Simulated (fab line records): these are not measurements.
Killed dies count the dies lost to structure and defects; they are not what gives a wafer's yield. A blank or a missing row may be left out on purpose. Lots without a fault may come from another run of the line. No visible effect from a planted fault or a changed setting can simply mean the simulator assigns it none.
Which tool is to blame? :: flow gf180mcu :: 39 wafers from 13 lots sampled at 4 of the route's 602 steps

== WHAT THE GAUGES SHOWED, per wafer ==
GF_TOP_METAL_OVL_MEAS_15. Usual: TOP_METAL_OVL 1.7 nm, standard deviation 1.6.
lot: L680
measured: day 27 23:26
on: overlay-01
TOP_METAL_OVL (nm): 0.0 1.2 1.7
flag: 

lot: L681
measured: day 28 00:06
on: overlay-01
TOP_METAL_OVL (nm): 3.4 1.3 0.2
flag: 

lot: L682
measured: day 28 23:36
on: overlay-02
TOP_METAL_OVL (nm): 0.3 2.4 1.5
flag: 

lot: L685
measured: day 30 02:35
on: overlay-02
TOP_METAL_OVL (nm): 2.5 2.6 2.2
flag: 

lot: L689
measured: day 30 23:00
on: overlay-01
TOP_METAL_OVL (nm): 1.9 2.1 1.8
flag: 

lot: L690
measured: day 31 05:32
on: overlay-01
TOP_METAL_OVL (nm): 0.4 1.8 -0.1
flag: 

lot: L691
measured: day 31 14:00
on: overlay-01
TOP_METAL_OVL (nm): 0.9 0.9 2.4
flag: 

lot: L692
measured: day 31 19:17
on: overlay-02
TOP_METAL_OVL (nm): 3.0 -0.3 2.7
flag: 

lot: L695
measured: day 32 18:07
on: overlay-02
TOP_METAL_OVL (nm): 3.3 2.4 0.6
flag: 

lot: L699
measured: day 33 14:41
on: overlay-01
TOP_METAL_OVL (nm): 2.0 1.0 -0.6
flag: 

lot: L701
measured: day 34 04:33
on: overlay-01
TOP_METAL_OVL (nm): 1.6 0.5 1.7
flag: 

lot: L702
measured: day 34 10:26
on: overlay-02
TOP_METAL_OVL (nm): 2.0 2.9 0.7
flag: 

lot: L703
measured: day 34 10:55
on: overlay-01
TOP_METAL_OVL (nm): 4.3 5.2 3.7
flag: 

== TOOL THAT RAN EACH LOT (tool first, then ch and the chambers of the sampled wafers, then the start) ==
lot: L680
GF_V1_CMP_04: cmp-01 ch 0,1,2, day 17 09:10
GF_V5_SPUTTER_22: pvd sputter-03, day 27 02:17
GF_V5_CVD_23: cvd w-01 ch 0,1, day 27 02:20

lot: L681
GF_V1_CMP_04: cmp-01 ch 1,3, day 17 14:59
GF_V5_SPUTTER_22: pvd sputter-04, day 27 02:38
GF_V5_CVD_23: cvd w-02 ch 0,1, day 27 02:43

lot: L682
GF_V1_CMP_04: cmp-01 ch 0,2, day 17 20:40
GF_V5_SPUTTER_22: pvd sputter-02, day 28 04:04
GF_V5_CVD_23: cvd w-02 ch 0,1, day 28 04:07

lot: L685
GF_V1_CMP_04: cmp-01 ch 0,1,2, day 19 01:58
GF_V5_SPUTTER_22: pvd sputter-03, day 29 07:28
GF_V5_CVD_23: cvd w-02 ch 0, day 29 07:31

lot: L689
GF_V1_CMP_04: cmp-02 ch 0,2,3, day 20 07:44
GF_V5_SPUTTER_22: pvd sputter-04, day 30 04:04
GF_V5_CVD_23: cvd w-02 ch 0,1, day 30 04:08

lot: L690
GF_V1_CMP_04: cmp-02 ch 0,2,3, day 20 22:27
GF_V5_SPUTTER_22: pvd sputter-02, day 30 10:19
GF_V5_CVD_23: cvd w-01 ch 0,1, day 30 10:21

lot: L691
GF_V1_CMP_04: cmp-01 ch 1,2,3, day 21 08:05
GF_V5_SPUTTER_22: pvd sputter-04, day 30 19:47
GF_V5_CVD_23: cvd w-01 ch 0,1, day 30 19:51

lot: L692
GF_V1_CMP_04: cmp-01 ch 0,3, day 21 10:58
GF_V5_SPUTTER_22: pvd sputter-02, day 31 00:56
GF_V5_CVD_23: cvd w-02 ch 0,1, day 31 00:59

lot: L695
GF_V1_CMP_04: cmp-01 ch 1,2,3, day 22 17:54
GF_V5_SPUTTER_22: pvd sputter-03, day 32 00:02
GF_V5_CVD_23: cvd w-01 ch 0,1, day 32 00:07

lot: L699
GF_V1_CMP_04: cmp-02 ch 0,2, day 24 03:09
GF_V5_SPUTTER_22: pvd sputter-02, day 32 21:08
GF_V5_CVD_23: cvd w-01 ch 1, day 32 21:11

lot: L701
GF_V1_CMP_04: cmp-02 ch 0,2,3, day 24 18:46
GF_V5_SPUTTER_22: pvd sputter-02, day 33 12:10
GF_V5_CVD_23: cvd w-02 ch 0,1, day 33 12:13

lot: L702
GF_V1_CMP_04: cmp-02 ch 0,2,3, day 25 20:15
GF_V5_SPUTTER_22: pvd sputter-03, day 33 18:19
GF_V5_CVD_23: cvd w-01 ch 0,1, day 33 18:22

lot: L703
GF_V1_CMP_04: cmp-02 ch 0,2, day 25 21:07
GF_V5_SPUTTER_22: pvd sputter-02, day 33 18:58
GF_V5_CVD_23: cvd w-02 ch 0,1, day 33 19:02
- GF_V1_CMP_04: polishes SiO2.
- GF_V5_SPUTTER_22: material TiN, target thk 10 nm, time 40 s.
- GF_V5_CVD_23: deposits W, target thk 350 nm, time 104.9 s.

== WHAT THE TOOLS THEMSELVES READ (means of the sampled wafers that have a number; where no wafer has one, the mark that the record gives instead) ==
GF_V1_CMP_04. Usual: motor current A 12.2 A, standard deviation 1.5; time to endpoint s 79 s, standard deviation 4.4.
lot: L680
tool: cmp-01
motor current A (A): 11.1
time to endpoint s (s): 78
flag: 

lot: L681
tool: cmp-01
motor current A (A): 10.9
time to endpoint s (s): 80
flag: 

lot: L682
tool: cmp-01
motor current A (A): 12.9
time to endpoint s (s): 79
flag: 

lot: L685
tool: cmp-01
motor current A (A): 11.4
time to endpoint s (s): 75
flag: 

lot: L689
tool: cmp-02
motor current A (A): 13.6
time to endpoint s (s): 86
flag: 

lot: L690
tool: cmp-02
motor current A (A): 13.0
time to endpoint s (s): 77
flag: 

lot: L691
tool: cmp-01
motor current A (A): 11.9
time to endpoint s (s): 86
flag: 

lot: L692
tool: cmp-01
motor current A (A): 11.6
time to endpoint s (s): 76
flag: 

lot: L695
tool: cmp-01
motor current A (A): 11.8
time to endpoint s (s): 79
flag: 

lot: L699
tool: cmp-02
motor current A (A): 13.2
time to endpoint s (s): 75
flag: 

lot: L701
tool: cmp-02
motor current A (A): 13.8
time to endpoint s (s): 74
flag: 

lot: L702
tool: cmp-02
motor current A (A): 13.1
time to endpoint s (s): 81
flag: 

lot: L703
tool: cmp-02
motor current A (A): 13.1
time to endpoint s (s): 82
flag: 

GF_V5_SPUTTER_22. Usual: 29.7 % for throttle valve pct, sd 1.
lot: L680
tool: pvd sputter-03
throttle valve pct (%): 30.4
flag: 

lot: L681
tool: pvd sputter-04
throttle valve pct (%): 29.3
flag: 

lot: L682
tool: pvd sputter-02
throttle valve pct (%): 30.9
flag: 

lot: L685
tool: pvd sputter-03
throttle valve pct (%): 29.7
flag: 

lot: L689
tool: pvd sputter-04
throttle valve pct (%): 29.4
flag: 

lot: L690
tool: pvd sputter-02
throttle valve pct (%): 29.3
flag: 

lot: L691
tool: pvd sputter-04
throttle valve pct (%): 29.3
flag: 

lot: L692
tool: pvd sputter-02
throttle valve pct (%): 29.8
flag: 

lot: L695
tool: pvd sputter-03
throttle valve pct (%): 30.2
flag: 

lot: L699
tool: pvd sputter-02
throttle valve pct (%): 30.0
flag: 

lot: L701
tool: pvd sputter-02
throttle valve pct (%): 29.7
flag: 

lot: L702
tool: pvd sputter-03
throttle valve pct (%): 29.4
flag: 

lot: L703
tool: pvd sputter-02
throttle valve pct (%): 29.9
flag: 

GF_V5_CVD_23. Usual: heater power outer w 533 W, standard deviation 74; heater power w 876 W, standard deviation 86.
lot: L680
tool: cvd w-01
heater power outer w (W): 490
heater power w (W): 812
flag: 

lot: L681
tool: cvd w-02
heater power outer w (W): 540
heater power w (W): 907
flag: 

lot: L682
tool: cvd w-02
heater power outer w (W): 541
heater power w (W): 919
flag: 

lot: L685
tool: cvd w-02
heater power outer w (W): 527
heater power w (W): 864
flag: 

lot: L689
tool: cvd w-02
heater power outer w (W): 549
heater power w (W): 903
flag: 

lot: L690
tool: cvd w-01
heater power outer w (W): 557
heater power w (W): 885
flag: 

lot: L691
tool: cvd w-01
heater power outer w (W): 556
heater power w (W): 884
flag: 

lot: L692
tool: cvd w-02
heater power outer w (W): 543
heater power w (W): 903
flag: 

lot: L695
tool: cvd w-01
heater power outer w (W): 551
heater power w (W): 891
flag: 

lot: L699
tool: cvd w-01
heater power outer w (W): 425
heater power w (W): 751
flag: 

lot: L701
tool: cvd w-02
heater power outer w (W): 545
heater power w (W): 918
flag: 

lot: L702
tool: cvd w-01
heater power outer w (W): 498
heater power w (W): 836
flag: 

lot: L703
tool: cvd w-02
heater power outer w (W): 528
heater power w (W): 886
flag: 

== THE ANSWER, worked out from the rows above alone ==
Rule: a lot counts as off when the mean over its wafers that have a number is more than 3 standard deviations away from the usual mean. A lot without any number at a reading at which 4 lots or more have one is off too. Where the step has rows for the other lots, those lots are counted as sound. After the gauges, taken in route order, come the tools' own readings; for these a lot's mean is taken, as printed above. At the first step where some lot is off, the reading lying furthest off is the one used; lots without a number count as furthest.
None of the lots is off at any reading shown; this tells nothing.

== WHAT THE SIMULATOR HAD INSERTED ==
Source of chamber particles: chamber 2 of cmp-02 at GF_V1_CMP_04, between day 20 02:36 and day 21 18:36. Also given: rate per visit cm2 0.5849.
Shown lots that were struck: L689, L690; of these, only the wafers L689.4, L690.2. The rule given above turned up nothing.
